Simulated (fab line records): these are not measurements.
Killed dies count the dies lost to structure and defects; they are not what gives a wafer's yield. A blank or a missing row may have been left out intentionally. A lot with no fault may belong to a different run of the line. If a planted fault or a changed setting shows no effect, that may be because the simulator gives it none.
fab line records	flow gf180mcu
record: lots: 24	wafers: 72	last_day: 34
route steps=602 shown CONTACT@292 V1@339 M2@377 M4@457
lots that met no fault: from a run of the same line without faults
start_h: the number of hours between the record's first day and the start of the first shown wafer of the lot	wait_h: hours since the lot's step before	" repeats the value in the row above	L1.1+2: a row that stands for several wafers	- either no value or no given start	* or withheld: withheld	< > ~ a bound
route shown NAME@n: names a module that has steps shown in the file, with the first one's number in the route	usual: mean/standard deviation of fault-free wafers	same: alike in all rows	chamber/n: place in a boat	sites: the reading at each site	_std_site: the standard deviation of these	_edge_site: mean of outer sites minus mean of inner sites	radius_mm: how far each site lies from the wafer's centre	mask NAME#n: copy n	behind: the tool/chamber that last shaped the wafer	hold: the reason the lot was held/the length of the hold in hours/how it ended	device: transistor that didn't switch, given as n, p or np	end of line: the route-end tests of the same wafers	a step with no rows: only its recipe	killed: the dies lost at the first sort to structure and to defects; this is not the yield of the wafer	map: a wafer's dies, marking killed ones x, the rest . and places with no die _
set.NAME: setting as actually run; set.NAME@STEP: the setting as run at that earlier step	model.NAME: the simulator's own value behind a step, which no gauge read
the route's steps for a sample of lots (tables are steps, rows are wafers)
services: a tool's chamber out of use, with start hour (start_h, from the record's first day; less than 0 if before it), hours out, and reason
== steps ==
step: GF_CONTACT_BOW_MEAS_05
recipe: mode: bow
usual: CONTACT_BOW: 64/6.3
lot.wafer	tool	chamber	start_h	wait_h	CONTACT_BOW[um]
L074.2	film_metro-04	-	339.20	0.3	67
L074.3	"	-	"	"	55
L074.5	"	-	"	"	67
L075.2	film_metro-03	-	355.35	0.2	63
L075.3	"	-	"	"	70
L075.5	"	-	"	"	50
L076.1	film_metro-01	-	371.55	0.1	59
L076.2	"	-	"	"	66
L076.6	"	-	"	"	55
L077.1	film_metro-03	-	372.77	0.1	58
L077.2	"	-	"	"	73
L077.3	"	-	"	"	55
L078.1	film_metro-04	-	388.04	0.1	71
L078.2	"	-	"	"	67
L078.3	"	-	"	"	65
L079.2	film_metro-01	-	389.66	0.3	65
L079.3	"	-	"	"	49
L079.6	"	-	"	"	67
L080.1	film_metro-03	-	401.69	0.2	69
L080.2	"	-	"	"	55
L080.4	"	-	"	"	58
L081.1	film_metro-03	-	412.75	0.2	74
L081.5	"	-	"	"	59
L081.6	"	-	"	"	69
L082.3	film_metro-03	-	416.85	0.2	78
L082.4	"	-	"	"	61
L082.5	"	-	"	"	64
L083.1	film_metro-01	-	419.27	0.3	60
L083.3	"	-	"	"	72
L083.6	"	-	"	"	61
L084.1	film_metro-03	-	429.30	0.1	72
L084.2	"	-	"	"	56
L084.4	"	-	"	"	66
L085.2	film_metro-04	-	438.34	0.2	74
L085.5	"	-	"	"	71
L085.6	"	-	"	"	70
L086.1	film_metro-01	-	445.45	0.1	61
L086.3	"	-	"	"	61
L086.6	"	-	"	"	67
L087.3	film_metro-01	-	454.75	0.3	76
L087.4	"	-	"	"	62
L087.5	"	-	"	"	67
L088.3	film_metro-01	-	465.74	0.3	60
L088.4	"	-	"	"	58
L088.5	"	-	"	"	64
L089.1	film_metro-01	-	469.02	0.1	70
L089.2	"	-	"	"	59
L089.3	"	-	"	"	56
L090.3	film_metro-01	-	481.38	0.1	62
L090.5	"	-	"	"	68
L090.6	"	-	"	"	66
L091.2	film_metro-04	-	488.30	0.3	64
L091.3	"	-	"	"	56
L091.4	"	-	"	"	62
L092.2	film_metro-03	-	492.09	0.2	62
L092.5	"	-	"	"	63
L092.6	"	-	"	"	66
L093.2	film_metro-04	-	497.74	0.2	67
L093.3	"	-	"	"	59
L093.5	"	-	"	"	59
L094.2	film_metro-01	-	504.27	0.1	60
L094.3	"	-	"	"	80
L094.4	"	-	"	"	59
L095.2	film_metro-04	-	517.44	0.2	64
L095.4	"	-	"	"	68
L095.6	"	-	"	"	66
L096.3	film_metro-03	-	524.40	0.3	53
L096.5	"	-	"	"	61
L096.6	"	-	"	"	49
L097.1	film_metro-03	-	536.62	0.2	68
L097.2	"	-	"	"	66
L097.4	"	-	"	"	78
step: GF_CONTACT_SPUTTER_22
recipe: material: Ti	target_thk_nm: 15	chamber_pressure_pa: 5	power_w: 2500	substrate_temp_c: 200	time_s: 80.02
usual: throttle_valve_pct: 30.3/0.76
lot.wafer	tool	chamber	start_h	wait_h	throttle_valve_pct
L074.2	pvd_sputter-04	-	361.79	0.0	29.7
L074.3	"	-	"	"	30.7
L074.5	"	-	"	"	29.5
L075.2	pvd_sputter-04	-	378.68	0.0	29.4
L075.3	"	-	"	"	31.1
L075.5	"	-	"	"	30.1
L076.1	pvd_sputter-04	-	394.90	0.0	30.8
L076.2	"	-	"	"	29.6
L076.6	"	-	"	"	30.2
L077.1	pvd_sputter-02	-	395.98	0.0	31.6
L077.2	"	-	"	"	28.9
L077.3	"	-	"	"	30.3
L078.1	pvd_sputter-04	-	412.13	0.0	30.9
L078.2	"	-	"	"	30.1
L078.3	"	-	"	"	29.6
L079.2	pvd_sputter-01	-	413.78	0.0	28.9
L079.3	"	-	"	"	30.8
L079.6	"	-	"	"	30.6
L080.1	pvd_sputter-02	-	426.13	0.0	28.9
L080.2	"	-	"	"	30.8
L080.4	"	-	"	"	31.7
L081.1	pvd_sputter-04	-	437.70	0.0	30.8
L081.5	"	-	"	"	30.0
L081.6	"	-	"	"	30.7
L082.3	pvd_sputter-04	-	440.89	0.0	30.8
L082.4	"	-	"	"	29.6
L082.5	"	-	"	"	29.5
L083.1	pvd_sputter-04	-	444.45	0.0	30.4
L083.3	"	-	"	"	31.3
L083.6	"	-	"	"	30.8
L084.1	pvd_sputter-04	-	454.24	0.0	30.7
L084.2	"	-	"	"	29.6
L084.4	"	-	"	"	31.1
L085.2	pvd_sputter-04	-	463.35	0.0	30.6
L085.5	"	-	"	"	30.2
L085.6	"	-	"	"	30.8
L086.1	pvd_sputter-02	-	470.19	0.0	30.7
L086.3	"	-	"	"	29.1
L086.6	"	-	"	"	31.9
L087.3	pvd_sputter-04	-	479.01	0.0	30.5
L087.4	"	-	"	"	31.0
L087.5	"	-	"	"	29.7
L088.3	pvd_sputter-04	-	490.18	0.0	30.2
L088.4	"	-	"	"	29.6
L088.5	"	-	"	"	30.8
L089.1	pvd_sputter-02	-	493.74	0.0	30.8
L089.2	"	-	"	"	31.9
L089.3	"	-	"	"	30.2
L090.3	pvd_sputter-04	-	505.18	0.0	29.5
L090.5	"	-	"	"	30.9
L090.6	"	-	"	"	29.4
L091.2	pvd_sputter-04	-	512.78	0.0	30.8
L091.3	"	-	"	"	31.0
L091.4	"	-	"	"	30.3
L092.2	pvd_sputter-01	-	515.79	0.0	29.9
L092.5	"	-	"	"	28.8
L092.6	"	-	"	"	29.8
L093.2	pvd_sputter-04	-	521.66	0.0	30.2
L093.3	"	-	"	"	30.6
L093.5	"	-	"	"	30.9
L094.2	pvd_sputter-02	-	527.45	0.0	31.7
L094.3	"	-	"	"	30.5
L094.4	"	-	"	"	29.3
L095.2	pvd_sputter-04	-	540.78	0.0	30.9
L095.4	"	-	"	"	30.7
L095.6	"	-	"	"	31.0
L096.3	pvd_sputter-04	-	547.73	0.0	30.1
L096.5	"	-	"	"	30.4
L096.6	"	-	"	"	30.9
L097.1	pvd_sputter-04	-	560.36	0.0	31.4
L097.2	"	-	"	"	30.7
L097.4	"	-	"	"	29.1
step: GF_CONTACT_THK_MEAS_26
recipe: thk_meas_gauge: xrf	reads: W_of_CONTACT_CVD_24
usual: CONTACT_W_THK: 305/5.5
lot.wafer	tool	chamber	start_h	wait_h	CONTACT_W_THK[nm]
L074.2	film_metro-01	-	362.12	0.1	313
L074.3	"	-	"	"	311
L074.5	"	-	"	"	317
L075.2	film_metro-01	-	379.01	0.1	307
L075.3	"	-	"	"	311
L075.5	"	-	"	"	311
L076.1	film_metro-03	-	395.22	0.1	306
L076.2	"	-	"	"	304
L076.6	"	-	"	"	303
L077.1	film_metro-01	-	396.30	0.1	303
L077.2	"	-	"	"	305
L077.3	"	-	"	"	298
L078.1	film_metro-01	-	412.45	0.1	312
L078.2	"	-	"	"	307
L078.3	"	-	"	"	308
L079.2	film_metro-04	-	414.11	0.1	303
L079.3	"	-	"	"	302
L079.6	"	-	"	"	298
L080.1	film_metro-01	-	426.45	0.1	304
L080.2	"	-	"	"	306
L080.4	"	-	"	"	303
L081.1	film_metro-04	-	438.08	0.1	300
L081.5	"	-	"	"	295
L081.6	"	-	"	"	299
L082.3	film_metro-04	-	441.23	0.1	301
L082.4	"	-	"	"	301
L082.5	"	-	"	"	303
L083.1	film_metro-04	-	444.77	0.1	299
L083.3	"	-	"	"	301
L083.6	"	-	"	"	298
L084.1	film_metro-04	-	454.56	0.1	300
L084.2	"	-	"	"	295
L084.4	"	-	"	"	296
L085.2	film_metro-03	-	463.68	0.1	310
L085.5	"	-	"	"	312
L085.6	"	-	"	"	308
L086.1	film_metro-03	-	470.51	0.1	309
L086.3	"	-	"	"	310
L086.6	"	-	"	"	305
L087.3	film_metro-03	-	479.35	0.1	305
L087.4	"	-	"	"	303
L087.5	"	-	"	"	311
L088.3	film_metro-04	-	490.52	0.1	296
L088.4	"	-	"	"	298
L088.5	"	-	"	"	296
L089.1	film_metro-01	-	494.06	0.1	302
L089.2	"	-	"	"	305
L089.3	"	-	"	"	306
L090.3	film_metro-01	-	505.52	0.1	300
L090.5	"	-	"	"	311
L090.6	"	-	"	"	301
L091.2	film_metro-03	-	513.11	0.1	317
L091.3	"	-	"	"	316
L091.4	"	-	"	"	310
L092.2	film_metro-01	-	516.12	0.1	312
L092.5	"	-	"	"	310
L092.6	"	-	"	"	303
L093.2	film_metro-01	-	521.99	0.1	307
L093.3	"	-	"	"	309
L093.5	"	-	"	"	308
L094.2	film_metro-01	-	527.78	0.1	313
L094.3	"	-	"	"	310
L094.4	"	-	"	"	311
L095.2	film_metro-04	-	541.11	0.1	298
L095.4	"	-	"	"	305
L095.6	"	-	"	"	301
L096.3	film_metro-04	-	548.07	0.1	298
L096.5	"	-	"	"	295
L096.6	"	-	"	"	296
L097.1	film_metro-03	-	560.68	0.1	304
L097.2	"	-	"	"	306
L097.4	"	-	"	"	304
step: GF_V1_CMP_04
recipe: material: SiO2	down_force_psi: 4	platen_rpm: 60	pad_velocity_m_s: 0.94248
usual: motor_current_A: 12.5/0.85	time_to_endpoint_s: 84/5.2
lot.wafer	tool	chamber	start_h	wait_h	motor_current_A	time_to_endpoint_s
L074.3	cmp-01	0	386.19	0.0	12.0	87
L074.2	"	3	"	"	12.1	83
L074.5	"	1	"	"	13.0	93
L075.2	cmp-02	0	403.78	0.1	11.7	85
L075.3	"	1	"	"	13.4	86
L075.5	"	0	"	"	12.2	96
L076.1	cmp-02	0	420.23	0.1	11.0	75
L076.2	"	1	"	"	12.9	82
L076.6	"	0	"	"	11.3	84
L077.1	cmp-02	3	421.02	0.1	13.2	83
L077.2	"	0	"	"	12.1	85
L077.3	"	2	"	"	14.2	79
L078.3	cmp-02	0	438.85	0.0	11.6	76
L078.2	"	2	"	"	14.0	79
L078.1	"	3	"	"	13.1	80
L079.3	cmp-02	2	440.39	0.1	14.0	80
L079.2	"	3	"	"	13.8	86
L079.6	"	1	"	"	12.6	93
L080.2	cmp-02	1	452.48	0.0	13.6	83
L080.4	"	3	"	"	13.9	89
L080.1	"	0	"	"	11.8	92
L081.1	cmp-02	3	464.98	0.2	13.4	83
L081.5	"	0	"	"	12.3	85
L081.6	"	1	"	"	13.3	82
L082.4	cmp-02	1	467.21	0.1	13.1	90
L082.3	"	2	"	"	13.8	86
L082.5	"	1	"	"	13.0	91
L083.1	cmp-02	3	470.60	0.1	13.7	83
L083.3	"	0	"	"	11.6	79
L083.6	"	0	"	"	12.4	87
L084.1	cmp-01	1	479.95	0.1	12.8	90
L084.4	"	2	"	"	11.5	79
L084.2	"	3	"	"	11.4	72
L085.2	cmp-01	2	489.48	0.1	11.5	79
L085.6	"	0	"	"	12.0	87
L085.5	"	1	"	"	12.9	91
L086.3	cmp-01	2	495.97	0.1	11.5	78
L086.1	"	3	"	"	11.6	78
L086.6	"	1	"	"	12.0	93
L087.3	cmp-02	1	504.19	0.1	13.4	76
L087.4	"	3	"	"	13.0	86
L087.5	"	0	"	"	11.9	83
L088.4	cmp-01	0	515.86	0.0	12.3	90
L088.3	"	1	"	"	12.5	81
L088.5	"	1	"	"	12.9	92
L089.1	cmp-01	0	519.45	0.1	12.0	77
L089.2	"	2	"	"	10.6	73
L089.3	"	3	"	"	11.3	72
L090.3	cmp-01	0	529.65	0.0	12.1	78
L090.5	"	0	"	"	12.1	84
L090.6	"	1	"	"	13.0	85
L091.4	cmp-01	2	538.32	0.1	11.2	81
L091.2	"	3	"	"	11.4	73
L091.3	"	0	"	"	12.2	81
L092.2	cmp-02	0	540.83	0.0	12.7	83
L092.6	"	0	"	"	12.0	94
L092.5	"	1	"	"	13.3	89
L093.3	cmp-01	0	547.10	0.1	12.8	80
L093.2	"	1	"	"	12.9	84
L093.5	"	3	"	"	11.8	86
L094.4	cmp-01	3	551.63	0.0	12.0	87
L094.3	"	0	"	"	12.0	87
L094.2	"	2	"	"	10.7	86
L095.4	cmp-01	2	565.20	0.0	11.5	80
L095.2	"	0	"	"	12.6	79
L095.6	"	3	"	"	11.5	83
L096.3	cmp-02	1	572.23	0.1	12.3	77
L096.6	"	0	"	"	12.6	84
L096.5	"	1	"	"	12.5	78
L097.2	cmp-02	2	583.51	0.0	12.9	81
L097.1	"	3	"	"	12.5	84
L097.4	"	0	"	"	12.4	89
step: GF_M2_OVL_MEAS_15
usual: M2_OVL: 0/5.1
lot.wafer	tool	chamber	start_h	wait_h	M2_OVL[nm]
L074.2	overlay-01	-	436.79	0.1	6
L074.3	"	-	"	"	4
L074.5	"	-	"	"	4
L075.2	overlay-02	-	453.69	0.1	-1
L075.3	"	-	"	"	1
L075.5	"	-	"	"	7
L076.1	overlay-02	-	470.46	0.1	3
L076.2	"	-	"	"	5
L076.6	"	-	"	"	2
L077.1	overlay-02	-	470.71	0.1	-8
L077.2	"	-	"	"	-9
L077.3	"	-	"	"	-11
L078.1	overlay-01	-	489.76	0.1	-3
L078.2	"	-	"	"	0
L078.3	"	-	"	"	-1
L079.2	overlay-01	-	491.36	0.1	13
L079.3	"	-	"	"	8
L079.6	"	-	"	"	9
L080.1	overlay-01	-	501.25	0.1	-4
L080.2	"	-	"	"	-6
L080.4	"	-	"	"	-5
L081.1	overlay-01	-	513.88	0.1	1
L081.5	"	-	"	"	-1
L081.6	"	-	"	"	5
L082.3	overlay-01	-	516.22	0.1	8
L082.4	"	-	"	"	0
L082.5	"	-	"	"	9
L083.1	overlay-01	-	519.95	0.1	-4
L083.3	"	-	"	"	-1
L083.6	"	-	"	"	-3
L084.1	overlay-02	-	527.75	0.1	-8
L084.2	"	-	"	"	-7
L084.4	"	-	"	"	-6
L085.2	overlay-01	-	537.68	0.1	2
L085.5	"	-	"	"	-2
L085.6	"	-	"	"	1
L086.1	overlay-02	-	544.05	0.1	-8
L086.3	"	-	"	"	-5
L086.6	"	-	"	"	-6
L087.3	overlay-02	-	551.17	0.1	-4
L087.4	"	-	"	"	-8
L087.5	"	-	"	"	-1
L088.3	overlay-02	-	562.64	0.1	-7
L088.4	"	-	"	"	-2
L088.5	"	-	"	"	-4
L089.1	overlay-01	-	566.65	0.1	-3
L089.2	"	-	"	"	-2
L089.3	"	-	"	"	0
L090.3	overlay-02	-	575.74	0.1	-7
L090.5	"	-	"	"	-11
L090.6	"	-	"	"	-1
L091.2	overlay-01	-	584.48	0.1	-1
L091.3	"	-	"	"	5
L091.4	"	-	"	"	-2
L092.2	overlay-02	-	586.44	0.1	2
L092.5	"	-	"	"	4
L092.6	"	-	"	"	-9
L093.2	overlay-01	-	593.48	0.1	4
L093.3	"	-	"	"	6
L093.5	"	-	"	"	4
L094.2	overlay-02	-	596.08	0.1	5
L094.3	"	-	"	"	9
L094.4	"	-	"	"	3
L095.2	overlay-02	-	610.54	0.1	0
L095.4	"	-	"	"	-3
L095.6	"	-	"	"	9
L096.3	overlay-02	-	617.19	0.1	1
L096.5	"	-	"	"	-5
L096.6	"	-	"	"	-3
L097.1	overlay-02	-	626.70	0.1	-5
L097.2	"	-	"	"	7
L097.4	"	-	"	"	-3
step: GF_M4_SPUTTER_01
recipe: material: TiN	target_thk_nm: 30	power_w: 6500	time_s: 25	chamber_pressure_pa: 0.4
usual: throttle_valve_pct: 30.0/1.2
lot.wafer	tool	chamber	start_h	wait_h	throttle_valve_pct
L074.2	pvd_sputter-03	-	515.38	0.1	29.8
L074.3	"	-	"	"	33.0
L074.5	"	-	"	"	29.8
L075.2	pvd_sputter-03	-	529.77	0.1	29.4
L075.3	"	-	"	"	29.8
L075.5	"	-	"	"	29.7
L076.1	pvd_sputter-03	-	546.33	0.1	29.8
L076.2	"	-	"	"	29.1
L076.6	"	-	"	"	29.2
L077.1	pvd_sputter-01	-	546.89	0.1	28.6
L077.2	"	-	"	"	30.2
L077.3	"	-	"	"	29.6
L078.1	pvd_sputter-02	-	563.89	0.1	28.8
L078.2	"	-	"	"	30.5
L078.3	"	-	"	"	30.1
L079.2	pvd_sputter-01	-	565.29	0.1	28.6
L079.3	"	-	"	"	30.0
L079.6	"	-	"	"	28.9
L080.1	pvd_sputter-01	-	573.97	0.1	30.4
L080.2	"	-	"	"	29.0
L080.4	"	-	"	"	30.0
L081.1	pvd_sputter-03	-	586.71	0.1	29.4
L081.5	"	-	"	"	33.0
L081.6	"	-	"	"	29.4
L082.3	pvd_sputter-03	-	589.56	0.1	29.4
L082.4	"	-	"	"	29.5
L082.5	"	-	"	"	29.1
L083.1	pvd_sputter-01	-	592.65	0.1	28.9
L083.3	"	-	"	"	29.1
L083.6	"	-	"	"	28.7
L084.1	pvd_sputter-01	-	598.60	0.1	30.5
L084.2	"	-	"	"	29.8
L084.4	"	-	"	"	28.8
L085.2	pvd_sputter-03	-	608.75	0.1	32.9
L085.5	"	-	"	"	29.9
L085.6	"	-	"	"	29.4
L086.1	pvd_sputter-01	-	615.55	0.1	29.8
L086.3	"	-	"	"	28.9
L086.6	"	-	"	"	29.7
L087.3	pvd_sputter-03	-	621.44	0.1	29.7
L087.4	"	-	"	"	29.4
L087.5	"	-	"	"	29.4
L088.3	pvd_sputter-02	-	632.05	0.1	31.5
L088.4	"	-	"	"	29.3
L088.5	"	-	"	"	31.7
L089.1	pvd_sputter-01	-	636.13	0.1	30.6
L089.2	"	-	"	"	29.5
L089.3	"	-	"	"	28.5
L090.3	pvd_sputter-01	-	644.01	0.1	28.7
L090.5	"	-	"	"	28.4
L090.6	"	-	"	"	30.5
L091.2	pvd_sputter-02	-	651.91	0.1	31.8
L091.3	"	-	"	"	30.0
L091.4	"	-	"	"	29.3
L092.2	pvd_sputter-03	-	653.79	0.1	29.9
L092.5	"	-	"	"	29.3
L092.6	"	-	"	"	32.9
L093.2	pvd_sputter-03	-	660.56	0.1	29.4
L093.3	"	-	"	"	29.3
L093.5	"	-	"	"	29.2
L094.2	pvd_sputter-01	-	661.67	0.1	30.3
L094.3	"	-	"	"	28.4
L094.4	"	-	"	"	29.9
L095.2	pvd_sputter-03	-	677.14	0.1	30.2
L095.4	"	-	"	"	29.3
L095.6	"	-	"	"	29.6
L096.3	pvd_sputter-02	-	682.15	0.1	31.9
L096.5	"	-	"	"	30.5
L096.6	"	-	"	"	29.1
L097.1	pvd_sputter-01	-	690.79	0.1	28.6
L097.2	"	-	"	"	29.7
L097.4	"	-	"	"	30.2
== services ==
tool	chamber	start_h	hours	kind
pvd_sputter-04	-	338.95	1.4	repair
cmp-01	-	342.00	0.2	repair
cmp-01	-	342.65	0.3	repair
pvd_sputter-02	-	357.39	4.8	repair
cmp-01	-	366.76	2.4	repair
cmp-01	-	404.00	4.0	pm
pvd_sputter-02	-	412.19	1.1	repair
cmp-01	-	424.46	5.7	pm
pvd_sputter-02	-	435.73	7.6	repair
cmp-02	-	498.83	1.2	repair
cmp-02	-	500.10	0.4	repair
cmp-02	-	545.42	0.8	repair
pvd_sputter-03	-	571.32	8.4	repair
cmp-02	-	575.96	4.0	pm
cmp-02	-	591.54	3.5	pm
pvd_sputter-03	-	620.23	1.0	repair
pvd_sputter-04	2	630.63	-	consumable_replace:kit
pvd_sputter-04	2	630.63	18.0	scheduled_down
pvd_sputter-04	2	630.63	18.0	vent_cycle
cmp-02	-	634.11	0.3	repair
pvd_sputter-01	-	651.30	9.6	repair
cmp-01	-	668.69	0.5	repair
pvd_sputter-03	-	678.42	2.7	repair
cmp-01	-	684.07	1.4	repair
== key ==
fault none
